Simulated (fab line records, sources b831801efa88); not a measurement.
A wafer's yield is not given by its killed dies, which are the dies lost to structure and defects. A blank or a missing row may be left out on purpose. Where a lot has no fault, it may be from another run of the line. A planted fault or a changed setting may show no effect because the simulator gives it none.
A lot that was struck, set against a sound lot | flow sky130 | 15 steps out of a route of 708
Sound: wafers L110.1, L110.2, L110.5. Struck: wafer L125.4. (L125.5 of the same lot was not struck and is left out.) The cause comes at the end.
For every step that has rows: the tool of each side, followed by ch and its chambers, followed by its first start. Under that, the readings that differ: sound wafers | struck wafers | difference of the means | sigmas: that difference in standard deviations of wafers without a fault.
alike: a reading whose means differ by less than 2 such deviations, as well as words and numbers matching on both sides. not compared: withheld readings; readings where some wafer has no value; bounds like >300 that might hide an equal value; numbers whose values overlap and for which the record gives no deviation.
A row with sigmas, a row that says differs or no value, or rows on one side alone: a step with any of these is where the two part. Non-overlapping numbers with no deviation appear without sigmas and do not part them. A reading missing from all wafers of one side parts the sides only when that side holds two or more wafers.

first, 4 steps without rows for these wafers: SKY_VIA3_SOFTBAKE_08 (time 90 s); SKY_VIA3_EXPOSE_09 (exposes mask VIM3, target cd 200 nm); SKY_VIA3_PEB_10; SKY_VIA3_DEVELOP_11 (develop time 60 s).
SKY_VIA3_CD_MEAS_12 targets a cd of 200 nm.
  sound: cd sem-01 at day 40 11:13; struck: cd sem-02 at day 44 12:17
  alike: cd nm
SKY_VIA3_OVL_MEAS_13:
  sound: overlay-02 at day 40 11:20; struck: overlay-02 at day 44 12:22
  alike: VIA3_OVL
SKY_VIA3_ETCH_14: etches BARC in N2/H2, stops on SiO2, time 45.9 s, target depth 60 nm.
  sound on rie diel-02 ch 1,3, day 40 11:23; struck on rie diel-02 ch 0, day 44 12:23
  reading                     | sound       | struck | difference | sigmas
  drypump motor current A (A) | 5.5 5.7 5.5 | 6.5    | +0.9       | +2
  alike: bias w, oes product au, throttle valve pct
  not compared: rf hours counter h
SKY_VIA3_ETCH_15: etches SiO2 in C4F8/O2/Ar, stops on TiN, target depth 507 nm, time 78 s.
  sound on rie diel-02 ch 1,3, day 40 11:25; struck on rie diel-02 ch 0, day 44 12:25
  alike: bias w, oes product au
  not compared: rf hours counter h
SKY_VIA3_STRIP_16: strips in O2/N2.
  sound on plasma asher-03 ch 0,1, day 40 11:29; struck on plasma asher-03 ch 0, day 44 12:31
  alike: drypump motor current A, o2 flow sccm, oes product au, strip time to endpoint s
  not compared: rf hours counter h
then, 3 steps without rows for these wafers: SKY_VIA3_STRIP_17 (strips in post etch residue remover, time 1200 s); SKY_VIA3_CLEAN_18 (cleans in IPA, time 180 s); SKY_VIA3_CLEAN_19 (cleans in O3/DIW).
SKY_VIA3_SPUTTER_20: material TiN, target thk 20 nm, time 80 s.
  sound: pvd sputter-03 at day 40 12:04; struck: pvd sputter-01 at day 44 13:10
  reading                                  | sound             | struck | difference | sigmas
  model.TiN_of_VIA3_SPUTTER_20.thk nm (nm) | 20.12 19.94 19.92 | 32.4   | +12.4      |
  alike: throttle valve pct
SKY_VIA3_CVD_21: deposits W, target thk 390 nm, time 117.31 s.
  sound on cvd w-02 ch 0,1, day 40 12:08; struck on cvd w-02 ch 0, day 44 13:16
  alike: chamber pressure Torr, heater power w
-- the record jumps here: 5 days lie between the struck wafers' starts before and after (it left off in module VIA3 and takes up again in module PAD_OPEN, whose first step shown is number 708 of the route) --
SKY_PAD_OPEN_PROBE_99:
  sound: prober-02 at day 46 11:50; struck: prober-01 at day 49 18:53
  reading                  | sound          | struck | difference | sigmas
  defect limited yield (%) | 81.3 84.8 82.1 | 78.3   | -4.4       | -2
  killed_at_M0_to_M3       | 41 35 40       | 57     | +18        | +3
  killed dies              | 92 75 88       | 107    | +22        | +2
  killed open              | 51 39 43       | 67     | +23        | +3
  sort_bin_5_function (%)  | 11.4 8.7 9.8   | 13.8   | +3.8       | +3
  sort n pass              | 400 417 404    | 385    | -22        | -2
  sort yield pct (%)       | 81.3 84.8 82.1 | 78.3   | -4.4       | -2
  alike: killed_at_M4_up, killed at contacts, killed at front end, killed at other, killed short, sort_bin_3_pad_short, sort_bin_6_memory

## WHERE THEY PART
First at SKY_VIA3_ETCH_14; last, within this record, at SKY_PAD_OPEN_PROBE_99.

WHY: the cause the simulator had injected
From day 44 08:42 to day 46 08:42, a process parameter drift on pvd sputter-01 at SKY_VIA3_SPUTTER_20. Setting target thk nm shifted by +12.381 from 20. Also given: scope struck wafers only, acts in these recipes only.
